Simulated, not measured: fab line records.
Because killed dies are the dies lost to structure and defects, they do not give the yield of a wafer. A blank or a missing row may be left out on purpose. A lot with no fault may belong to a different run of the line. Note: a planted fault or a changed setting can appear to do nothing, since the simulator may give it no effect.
A sampling plan put to the test ; flow gf180mcu ; 6 faults told of in these records, all on one fab line, each judged by the records of the lots it struck
The plan consists of the line's own looks: route steps at which the wafer is read by a gauge or an inspection but not changed. A look is open to judgement when struck wafers have a number at it and the file gives its usual mean and standard deviation on fault-free wafers. Caught: at a look after the fault's first step, the mean of the struck wafers lies 4 or more of those standard deviations (sigma) from the usual mean. On the tool: the same test on the tool's own readings at the fault's steps. A different recipe on the struck wafers counts as caught too, as does a record blank only for those wafers.

## THE FAULTS, as the simulator had put them in
1. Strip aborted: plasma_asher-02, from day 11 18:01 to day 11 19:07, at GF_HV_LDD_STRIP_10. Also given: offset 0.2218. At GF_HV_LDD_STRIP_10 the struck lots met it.
2. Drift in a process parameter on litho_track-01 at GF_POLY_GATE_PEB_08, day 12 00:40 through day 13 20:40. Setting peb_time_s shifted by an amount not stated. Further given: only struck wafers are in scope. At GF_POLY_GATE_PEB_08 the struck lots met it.
3. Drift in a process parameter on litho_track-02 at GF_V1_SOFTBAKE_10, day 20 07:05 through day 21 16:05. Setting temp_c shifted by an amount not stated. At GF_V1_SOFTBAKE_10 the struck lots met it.
4. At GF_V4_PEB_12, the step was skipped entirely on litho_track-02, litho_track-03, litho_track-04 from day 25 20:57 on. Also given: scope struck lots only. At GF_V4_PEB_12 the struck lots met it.
5. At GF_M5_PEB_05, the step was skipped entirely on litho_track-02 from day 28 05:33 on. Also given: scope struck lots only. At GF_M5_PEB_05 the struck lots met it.
6. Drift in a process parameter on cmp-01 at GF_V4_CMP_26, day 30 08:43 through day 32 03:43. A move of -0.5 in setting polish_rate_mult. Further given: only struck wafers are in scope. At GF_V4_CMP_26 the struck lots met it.

## WHAT THE PLAN SAW
fault;on the tool itself;first look that catches it;reading, sigma;median hours from its first step to that look;hours from the fault's start to the first struck lot there;judged looks passed uncaught
1;oes_product_au +32 sigma;no look after it can be judged;-;-;-;0
2;heater_power_total_W +15 sigma;not the one look that can be judged after it;-;-;-;1
3;heater_power_total_W -71 sigma;GF_V1_CD_MEAS_14;cd_nm -9.3;12.7;17;0
4;the tool's record is blank for the struck wafers;no look after it can be judged;-;-;-;0
5;the tool's record is blank for the struck wafers;no look after it can be judged;-;-;-;0
6;overpolish_run_s -99 or beyond sigma;no look after it can be judged;-;-;-;0
A dash: the fault isn't caught, or these records don't give the number.

Caught at a look: 1 of 6. Caught on the tool: 6 of 6. By one or the other: 6 of 6.
Caught on the tool alone: faults 1, 2, 4, 5, 6.

## THINNER SAMPLING
If the look that catches a fault measured only every second or every third lot, by lot number, the first struck lot would be measured this late in the worst case:
fault;struck lots at that look, in order of time;every lot;every second lot;every third lot
3;L149, L151;17 h;may miss all 2;may miss all 2
Hours: fault start to first struck lot measured. The test against the limit of 4 sigma pooled every struck wafer, which means one lot taken alone may stay below that limit. Other struck lots may not be in these records.

## THE LONGEST TIMED WAY FROM STEP TO LOOK
For fault 3, GF_V1_SOFTBAKE_10 and GF_V1_CD_MEAS_14 are separated by a median of 12.7 hours. No look between them can be judged.
